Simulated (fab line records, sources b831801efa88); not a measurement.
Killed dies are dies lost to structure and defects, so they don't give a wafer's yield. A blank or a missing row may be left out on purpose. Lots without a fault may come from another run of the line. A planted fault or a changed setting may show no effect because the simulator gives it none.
Which tool did it? | flow sky130 | 24 lots, 72 wafers sampled, at 3 steps of a route of 708

WHAT THE GAUGES READ, wafer by wafer
SKY_LDD_HVP_TW_MEAS_10. Usual: LDD_HVP_TW 461.0, standard deviation 2.
lot  | measured     | on            | LDD_HVP_TW        | flag
L074 | day 21 23:53 | film_metro-03 | 459.2 460.5 457.2 |
L076 | day 22 12:38 | film_metro-01 | 463.0 464.6 466.2 |
L077 | day 22 16:55 | film_metro-02 | 457.0 459.6 458.9 |
L075 | day 22 17:04 | film_metro-03 | 461.5 461.6 461.6 |
L078 | day 22 17:29 | film_metro-02 | 456.8 458.0 455.8 |
L079 | day 23 14:22 | film_metro-02 | 462.5 459.0 460.9 |
L080 | day 23 23:44 | film_metro-02 | 463.7 462.8 459.2 |
L081 | day 23 23:46 | film_metro-03 | 460.1 459.2 457.5 |
L082 | day 24 12:04 | film_metro-01 | 462.9 462.3 464.0 |
L083 | day 24 14:49 | film_metro-01 | 463.7 461.3 464.2 |
L084 | day 24 23:31 | film_metro-02 | 459.3 460.0 459.7 |
L085 | day 25 07:11 | film_metro-01 | 461.1 459.6 460.0 |
L086 | day 25 15:25 | film_metro-01 | 458.7 461.9 462.0 |
L087 | day 25 21:08 | film_metro-02 | 457.7 456.5 456.1 |
L088 | day 26 03:22 | film_metro-03 | 462.2 461.2 461.4 |
L089 | day 26 20:16 | film_metro-03 | 460.8 462.5 460.2 |
L090 | day 27 01:40 | film_metro-01 | 461.5 461.0 463.4 |
L091 | day 27 12:05 | film_metro-01 | 461.1 462.9 459.8 |
L092 | day 27 19:52 | film_metro-02 | 462.4 465.1 460.8 |
L093 | day 27 22:50 | film_metro-03 | 458.4 460.3 457.6 |
L094 | day 28 20:25 | film_metro-01 | 460.3 461.8 461.6 |
L095 | day 29 14:28 | film_metro-01 | 461.2 465.5 461.9 |
L096 | day 29 16:29 | film_metro-02 | 463.2 461.6 461.9 |
L097 | day 29 16:47 | film_metro-01 | 464.8 462.2 460.0 |

SKY_METAL3_CD_MEAS_13: target cd 300 nm. Usual: cd_nm 300.2 nm, standard deviation 1.6.
lot  | measured     | on        | cd_nm (nm)        | flag
L074 | day 38 16:53 | cd_sem-01 | 300.4 298.5 300.4 |
L076 | day 39 03:02 | cd_sem-02 | 301.3 301.9 301.9 |
L077 | day 39 05:11 | cd_sem-02 | 299.8 300.3 300.9 |
L075 | day 39 08:08 | cd_sem-02 | 300.6 298.8 300.6 |
L078 | day 39 09:11 | cd_sem-02 | 300.0 299.7 300.2 |
L079 | day 40 02:20 | cd_sem-02 | 300.0 299.0 300.5 |
L080 | day 40 09:55 | cd_sem-02 | 300.9 302.0 301.5 |
L081 | day 40 12:17 | cd_sem-01 | 298.1 297.8 300.0 |
L082 | day 40 17:05 | cd_sem-01 | 298.0 298.0 298.7 |
L083 | day 40 20:14 | cd_sem-02 | 300.8 299.6 300.4 |
L084 | day 41 03:47 | cd_sem-01 | 301.0 301.4 300.2 |
L085 | day 41 10:31 | cd_sem-01 | 299.8 298.5 300.3 |
L086 | day 41 19:05 | cd_sem-02 | 297.9 297.3 297.7 |
L087 | day 41 21:08 | cd_sem-02 | 300.3 299.6 299.2 |
L088 | day 42 01:38 | cd_sem-02 | 299.8 300.4 300.2 |
L089 | day 42 17:29 | cd_sem-01 | 301.0 300.8 301.8 |
L090 | day 42 19:53 | cd_sem-01 | 302.1 300.7 301.8 |
L091 | day 43 04:14 | cd_sem-02 | 298.6 298.9 298.2 |
L092 | day 43 10:20 | cd_sem-02 | 298.0 299.0 296.9 |
L093 | day 43 15:30 | cd_sem-02 | 304.5 304.5 302.6 |
L094 | day 44 06:38 | cd_sem-01 | 300.3 300.1 302.1 |
L095 | day 44 22:23 | cd_sem-02 | 301.1 302.6 302.8 |
L096 | day 44 23:03 | cd_sem-01 | 301.9 302.2 301.1 |
L097 | day 44 22:43 | cd_sem-02 | 298.9 297.9 299.4 |

WHICH TOOL RAN EACH LOT (tool, then ch and the chambers of the sampled wafers, then the start)
lot  | SKY_VIA2_CVD_21
L074 | cvd_w-01 ch 0,1, day 36 12:08
L076 | cvd_w-02 ch 0,1, day 37 00:41
L077 | cvd_w-01 ch 1, day 37 00:49
L075 | cvd_w-02 ch 0,1, day 37 05:06
L078 | cvd_w-02 ch 0,1, day 37 05:48
L079 | cvd_w-01 ch 0,1, day 37 23:45
L080 | cvd_w-01 ch 0,1, day 38 07:53
L081 | cvd_w-02 ch 0,1, day 38 10:08
L082 | cvd_w-02 ch 0,1, day 38 15:10
L083 | cvd_w-02 ch 0,1, day 38 19:04
L084 | cvd_w-02 ch 0,1, day 39 01:27
L085 | cvd_w-01 ch 0, day 39 08:06
L086 | cvd_w-02 ch 0,1, day 39 17:31
L087 | cvd_w-02 ch 0,1, day 39 20:12
L088 | cvd_w-02 ch 0,1, day 40 00:46
L089 | cvd_w-01 ch 0,1, day 40 16:03
L090 | cvd_w-01 ch 0,1, day 40 18:22
L091 | cvd_w-02 ch 0,1, day 41 04:29
L092 | cvd_w-02 ch 0,1, day 41 11:03
L093 | cvd_w-01 ch 0,1, day 41 16:02
L094 | cvd_w-01 ch 0,1, day 42 07:50
L095 | cvd_w-01 ch 1, day 42 23:42
L096 | cvd_w-01 ch 0,1, day 43 01:20
L097 | cvd_w-02 ch 0, day 43 00:30
- SKY_VIA2_CVD_21: deposits W, target thk 420 nm, time 126.4 s.

WHAT THE TOOLS THEMSELVES READ (means of the sampled wafers that have a number; where no wafer has one, the mark that the record gives instead)
SKY_VIA2_CVD_21. Usual: chamber_pressure_Torr 39.99 Torr, standard deviation 0.089; heater_power_outer_w 537 W, standard deviation 82; heater_power_w 839 W, standard deviation 110.
lot  | tool     | chamber_pressure_Torr (Torr) | heater_power_outer_w (W) | heater_power_w (W) | flag
L074 | cvd_w-01 | 40.00                        | 477                      | 772                |
L076 | cvd_w-02 | 39.92                        | 607                      | 918                |
L077 | cvd_w-01 | 39.96                        | 424                      | 670                |
L075 | cvd_w-02 | 39.95                        | 608                      | 938                |
L078 | cvd_w-02 | 40.00                        | 604                      | 927                |
L079 | cvd_w-01 | 40.08                        | 446                      | 720                |
L080 | cvd_w-01 | 39.97                        | 473                      | 774                |
L081 | cvd_w-02 | 40.06                        | 610                      | 935                |
L082 | cvd_w-02 | 39.96                        | 621                      | 941                |
L083 | cvd_w-02 | 39.93                        | 609                      | 934                |
L084 | cvd_w-02 | 39.91                        | 616                      | 920                |
L085 | cvd_w-01 | 39.98                        | 462                      | 771                |
L086 | cvd_w-02 | 39.98                        | 607                      | 931                |
L087 | cvd_w-02 | 39.99                        | 609                      | 919                |
L088 | cvd_w-02 | 40.01                        | 611                      | 945                |
L089 | cvd_w-01 | 39.97                        | 458                      | 747                |
L090 | cvd_w-01 | 39.90                        | 453                      | 726                |
L091 | cvd_w-02 | 40.02                        | 607                      | 935                |
L092 | cvd_w-02 | 39.87                        | 606                      | 931                |
L093 | cvd_w-01 | 39.99                        | 438                      | 700                |
L094 | cvd_w-01 | 40.01                        | 431                      | 708                |
L095 | cvd_w-01 | 40.06                        | 432                      | 672                |
L096 | cvd_w-01 | 40.02                        | 428                      | 709                |
L097 | cvd_w-02 | 39.93                        | 617                      | 939                |

THE ANSWER, worked out from the rows above alone
Rule: a lot is off if the mean of its wafers that have a number lies more than 3 standard deviations from the usual mean. A lot without any number at a reading at which 4 lots or more have one is off too. The other lots that the step has rows for count as sound. The gauges are gone through in route order, then the tools' own readings, and for those a lot's mean is taken as printed above. The first step at which some lot is off is used, and at that step the reading that is off furthest; a lot without a number counts as furthest.
No lot is off at any reading shown: from this, nothing can be told.

WHAT THE SIMULATOR HAD PUT IN
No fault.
